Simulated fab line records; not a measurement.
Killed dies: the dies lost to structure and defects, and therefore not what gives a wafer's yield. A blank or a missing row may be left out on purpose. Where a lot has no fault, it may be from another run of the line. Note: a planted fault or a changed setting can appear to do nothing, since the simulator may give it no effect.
Which of the tools did it? | flow gf180mcu | 13 lots with 39 wafers sampled at 5 steps, on a route of 602 steps

== WHAT THE GAUGES READ, wafer by wafer ==
GF_HV_LDD_CD_MEAS_07 targets a cd of 400 nm. Usual: cd_nm at 399.7 nm, with a standard deviation of 2.5.
lot  | measured     | on        | cd_nm (nm)        | flag
L638 | day 10 04:25 | cd_sem-01 | 403.6 401.3 401.2 |
L639 | day 10 09:22 | cd_sem-01 | 397.1 400.0 396.4 |
L641 | day 10 23:29 | cd_sem-01 | 396.0 398.1 396.4 |
L642 | day 11 05:31 | cd_sem-01 | 399.1 398.7 400.1 |
L643 | day 11 15:19 | cd_sem-02 | 401.3 398.8 400.3 |
L644 | day 12 01:31 | cd_sem-02 | 402.4 401.9 400.4 |
L649 | day 13 13:55 | cd_sem-02 | 398.4 398.0 396.7 |
L651 | day 14 07:18 | cd_sem-02 | 399.6 400.8 400.1 |
L653 | day 14 19:14 | cd_sem-02 | 401.4 400.5 402.7 |
L655 | day 15 04:24 | cd_sem-01 | 398.5 398.4 400.8 |
L658 | day 16 07:24 | cd_sem-02 | 399.9 401.8 399.1 |
L660 | day 16 17:04 | cd_sem-02 | 401.5 400.3 398.2 |
L661 | day 17 00:22 | cd_sem-01 | 401.0 399.6 399.2 |

GF_HV_LDD_CD_MEAS_19 targets a cd of 400 nm. Usual: cd_nm at 400.3 nm, with a standard deviation of 2.6.
lot  | measured     | on        | cd_nm (nm)        | flag
L638 | day 10 22:45 | cd_sem-01 | 400.5 399.1 400.2 |
L639 | day 11 03:29 | cd_sem-01 | 397.5 399.3 401.5 |
L641 | day 11 17:40 | cd_sem-01 | 400.0 399.2 398.1 |
L642 | day 12 00:07 | cd_sem-02 | 400.8 401.9 403.0 |
L643 | day 12 10:46 | cd_sem-02 | 401.1 402.4 399.8 |
L644 | day 12 21:22 | cd_sem-01 | 395.7 397.4 398.3 |
L649 | day 14 11:02 | cd_sem-02 | 405.8 405.4 406.4 |
L651 | day 15 04:42 | cd_sem-02 | 397.0 397.9 398.0 |
L653 | day 15 16:29 | cd_sem-01 | 397.1 399.7 398.9 |
L655 | day 16 03:04 | cd_sem-01 | 401.7 401.1 400.9 |
L658 | day 17 05:01 | cd_sem-02 | 399.5 398.9 399.0 |
L660 | day 17 15:47 | cd_sem-01 | 397.2 395.7 395.2 |
L661 | day 18 00:14 | cd_sem-01 | 399.9 398.6 400.6 |

GF_HV_LDD_CD_MEAS_31 targets a cd of 400 nm. Usual: cd_nm at 399.7 nm, with a standard deviation of 2.2.
lot  | measured     | on        | cd_nm (nm)        | flag
L638 | day 11 17:00 | cd_sem-02 | 402.8 404.7 406.5 |
L639 | day 11 21:13 | cd_sem-02 | 401.5 402.4 400.8 |
L641 | day 12 13:26 | cd_sem-01 | 400.8 398.0 400.3 |
L642 | day 12 19:43 | cd_sem-01 | 399.7 400.3 398.8 |
L643 | day 13 06:09 | cd_sem-02 | 400.8 401.5 399.1 |
L644 | day 13 17:18 | cd_sem-01 | 397.8 397.2 397.7 |
L649 | day 15 08:31 | cd_sem-01 | 397.5 396.9 397.5 |
L651 | day 16 03:04 | cd_sem-02 | 399.7 400.9 401.7 |
L653 | day 16 15:14 | cd_sem-02 | 400.5 401.6 401.9 |
L655 | day 17 01:16 | cd_sem-02 | 399.1 398.0 399.3 |
L658 | day 18 04:22 | cd_sem-01 | 397.2 397.9 394.1 |
L660 | day 18 15:40 | cd_sem-01 | 399.7 397.9 398.8 |
L661 | day 18 23:47 | cd_sem-01 | 398.6 400.3 401.2 |

GF_HV_LDD_THK_MEAS_55. Usual: for HV_LDD_CVD_54_THK the level is 10.03 nm and the standard deviation is 0.14.
lot  | measured     | on            | HV_LDD_CVD_54_THK (nm)        | flag
L638 | day 12 14:23 | film_metro-04 | 10.00 10.11 10.17             |
L639 | day 12 18:32 | film_metro-03 | 10.17 10.14 10.28             |
L641 | day 13 10:56 | film_metro-03 | 9.76 9.74 9.95                |
L642 | day 13 17:45 | film_metro-04 | 10.05 10.11 10.20             |
L643 | day 14 04:53 | film_metro-03 | 9.96 9.94 9.93                |
L644 | day 14 16:07 | film_metro-03 | 10.05 10.05 10.02             |
L649 | day 16 09:25 | film_metro-02 | 9.80 9.90 9.90                |
L651 | day 17 04:02 | film_metro-04 | 8.09 8.01 8.01 8.03 8.01 8.00 | OFF
L653 | day 17 16:57 | film_metro-03 | 9.89 9.86 9.84                |
L655 | day 18 03:05 | film_metro-02 | 9.99 9.95 9.96                |
L658 | day 19 07:14 | film_metro-04 | 10.01 9.92 9.90               |
L660 | day 19 19:00 | film_metro-02 | 10.19 10.13 10.08             |
L661 | day 20 02:11 | film_metro-02 | 10.12 10.21 10.08             |

== EACH LOT AND THE TOOL THAT RAN IT (in order: tool; ch and the chambers of the sampled wafers; start) ==
lot  | GF_HV_LDD_CVD_54
L638 | lpcvd-02 ch 1, day 12 13:22
L639 | lpcvd-02 ch 1, day 12 17:30
L641 | lpcvd-01 ch 1, day 13 09:54
L642 | lpcvd-02 ch 0, day 13 16:44
L643 | lpcvd-01 ch 0, day 14 03:52
L644 | lpcvd-02 ch 1, day 14 15:04
L649 | lpcvd-01 ch 1, day 16 07:52
L651 | lpcvd-02 ch 1, day 17 03:01
L653 | lpcvd-01 ch 1, day 17 15:55
L655 | lpcvd-02 ch 0, day 18 01:33
L658 | lpcvd-01 ch 0, day 19 06:13
L660 | lpcvd-01 ch 0, day 19 17:58
L661 | lpcvd-01 ch 0, day 20 01:09
- GF_HV_LDD_CVD_54: deposits SiO2 from TEOS, target thk 10 nm, time 75 s.

== WHAT THE TOOLS THEMSELVES READ (means of the sampled wafers that have a number; where no wafer has one, the mark that the record gives instead) ==
GF_HV_LDD_CVD_54. Usual: zone_power_top_pct at 24.2 %, with a standard deviation of 1.5.
lot  | tool     | zone_power_top_pct (%) | flag
L638 | lpcvd-02 | 24.3                   |
L639 | lpcvd-02 | 24.4                   |
L641 | lpcvd-01 | 21.7                   |
L642 | lpcvd-02 | 26.2                   |
L643 | lpcvd-01 | 24.6                   |
L644 | lpcvd-02 | 24.6                   |
L649 | lpcvd-01 | 21.5                   |
L651 | lpcvd-02 | 24.5                   |
L653 | lpcvd-01 | 21.5                   |
L655 | lpcvd-02 | 26.0                   |
L658 | lpcvd-01 | 24.7                   |
L660 | lpcvd-01 | 24.7                   |
L661 | lpcvd-01 | 24.4                   |

== THE ANSWER, worked out from the rows above alone ==
Rule: lot off if the mean of its wafers having a number is beyond 3 standard deviations from the usual mean. Also off: a lot with no number at a reading for which 4 or more lots have one. The other lots that the step has rows for count as sound. First the gauges in route order, then the tools' own readings, where a lot's mean is used as printed above. The first step at which some lot is off is used, and at that step the reading that is off furthest; a lot without a number counts as furthest.
Off: L651, at GF_HV_LDD_THK_MEAS_55 (HV_LDD_CVD_54_THK).
A tool fits if, at a process step before that reading, it ran every lot that is off, and no sound lot after the first of them. The gauges at GF_HV_LDD_THK_MEAS_55 are tried like those tools. No candidate that was tried fits.

== WHAT HAD BEEN PUT IN BY THE SIMULATOR ==
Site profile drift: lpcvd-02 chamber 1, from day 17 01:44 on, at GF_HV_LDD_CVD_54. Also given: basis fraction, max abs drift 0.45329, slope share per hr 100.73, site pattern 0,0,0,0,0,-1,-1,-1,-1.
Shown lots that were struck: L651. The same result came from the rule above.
